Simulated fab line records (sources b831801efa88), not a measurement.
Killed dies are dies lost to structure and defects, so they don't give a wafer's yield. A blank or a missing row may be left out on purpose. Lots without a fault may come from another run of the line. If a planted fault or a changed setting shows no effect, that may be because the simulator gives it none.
A struck lot beside a sound one / flow sky130 / 16 out of 708 route steps
Sound: these wafers, L609.1, L609.3, L609.5. Wafers L620.2, L620.4, L620.5 were the ones struck. At the end, the cause is stated.
Per side, at each step with rows, come the tool, then ch with its chambers, and then its first start. Under that, the readings that differ: sound wafers / struck wafers / difference of the means / sigmas: that difference in standard deviations of wafers without a fault.
alike: a reading whose means differ by less than 2 such deviations, as well as words and numbers matching on both sides. not compared: withheld readings; readings where some wafer has no value; bounds like >300 that might hide an equal value; numbers whose values overlap and for which the record gives no deviation.
A row with sigmas, a row that says differs or no value, or rows on one side alone: a step with any of these is where the two part. Numbers that have no deviation but don't overlap get no sigmas and don't part them. A reading missing from all wafers of one side parts the sides only when that side holds two or more wafers.

first, 8 steps without rows for these wafers: SKY_METAL2_DEHYDRATE_07 (time 60 s); SKY_METAL2_HMDS_08 (prime time 60 s); SKY_METAL2_COAT_09 (resist thk 60 nm); SKY_METAL2_COAT_10 (resist thk 450 nm); SKY_METAL2_SOFTBAKE_11 (time 90 s); SKY_METAL2_EXPOSE_12 (exposes mask MM2, target cd 140 nm); SKY_METAL2_PEB_13; SKY_METAL2_DEVELOP_14 (develop time 60 s).
SKY_METAL2_CD_MEAS_15: target cd 140 nm.
  sound: cd sem-02 at day 35 19:30; struck: cd sem-02 at day 39 16:49
reading=cd nm (nm); sound=135.9 136.2 134.5; struck=139.9 140.7 139.2; difference=+4.4; sigmas=+3
SKY_METAL2_OVL_MEAS_16:
  sound: overlay-01 at day 35 19:37; struck: overlay-02 at day 39 16:55
  alike: METAL2_OVL
SKY_METAL2_DESCUM_17: chemistry O2, time 8 s.
  sound on rie metal-04 ch 0,1, day 35 19:39; struck on rie metal-02 ch 0,1, day 39 16:57
  alike: drypump motor current A, oes product au, temp c
  not compared: rf hours counter h
SKY_METAL2_ETCH_18: etches BARC in N2/H2, stops on SiO2, time 45.9 s, target depth 60 nm.
  sound on rie metal-04 ch 0,1, day 35 19:41; struck on rie metal-02 ch 0,1, day 39 16:59
  alike: bias w, chamber pressure mTorr, drypump motor current A, oes product au, throttle valve pct
  not compared: rf hours counter h
SKY_METAL2_METAL_ETCH_19: etches the open film in Cl2/BCl3, stops on SiO2, target depth 360 nm, time 78 s.
  sound on rie metal-04 ch 0,1, day 35 19:45; struck on rie metal-02 ch 0,1, day 39 17:03
  no value came back on the struck wafers for any of 5 readings (bcl3 flow sccm (sccm), bias w (W) and others); on the sound wafers bcl3 flow sccm (sccm) reads 29.90 30.07 29.97
reading=model.KrF-thick_of_METAL2_COAT_10.thk nm (nm); sound=162.2 162.6 158.9; struck=391.4 390.3 390.4; difference=+229.5; sigmas=
reading=model.SiO2_of_VIA1_HDPCVD_00.thk nm (nm); sound=331.5 332.7 332.8; struck=344.9 343.3 344; difference=+11.7; sigmas=
  not compared: rf hours counter h
SKY_METAL2_STRIP_20: strips in O2/N2.
  sound on plasma asher-04 ch 0,1, day 35 19:50; struck on plasma asher-04 ch 0,1, day 39 17:08
reading=oes product au (a.u.); sound=0.345 0.341 0.346; struck=0.455 0.444 0.450; difference=+0.106; sigmas=+22
reading=strip time to endpoint s (s); sound=2.73 2.75 2.70; struck=5.20 5.18 5.19; difference=+2.46; sigmas=+52
  alike: drypump motor current A
  not compared: rf hours counter h
then, 1 step without rows for these wafers: SKY_METAL2_STRIP_21 (strips in post etch residue remover, time 1200 s).
-- the record jumps here: 9 days lie between the struck wafers' starts before and after (it left off in module METAL2 and takes up again in module PAD_OPEN, whose first step shown is number 708 of the route) --
SKY_PAD_OPEN_PROBE_99:
  sound: prober-02 at day 46 04:41; struck: prober-01 at day 49 02:46
reading=hold; sound=- - -; struck=await dispo/0.8h/scrap await dispo/0.8h/scrap await dispo/0.8h/scrap; difference=no value on the sound wafers; sigmas=
reading=defect limited yield (%); sound=85.6 81.1 83.3; struck=0 0 0; difference=-83; sigmas=-44
reading=killed_at_M0_to_M3; sound=33 36 31; struck=451 444 451; difference=+415; sigmas=+61
reading=killed dies; sound=71 93 82; struck=492 492 492; difference=+410; sigmas=+44
reading=killed on rim; sound=13 18 15; struck=96 96 96; difference=+81; sigmas=+20
reading=sort_bin_5_function (%); sound=10.4 9.6 10.2; struck=92.5 92.1 95.1; difference=+83.2; sigmas=+55
reading=sort n pass; sound=421 399 410; struck=0 0 0; difference=-410; sigmas=-44
reading=sort yield pct (%); sound=85.6 81.1 83.3; struck=0 0 0; difference=-83; sigmas=-44
  alike: killed_at_M4_up, killed at contacts, killed at front end, killed at other, killed open, killed short, sort_bin_3_pad_short, sort_bin_6_memory

WHERE THEY PART
Last at SKY_PAD_OPEN_PROBE_99 as far as this record goes, first at SKY_METAL2_CD_MEAS_15.

WHY: what the simulator had put in
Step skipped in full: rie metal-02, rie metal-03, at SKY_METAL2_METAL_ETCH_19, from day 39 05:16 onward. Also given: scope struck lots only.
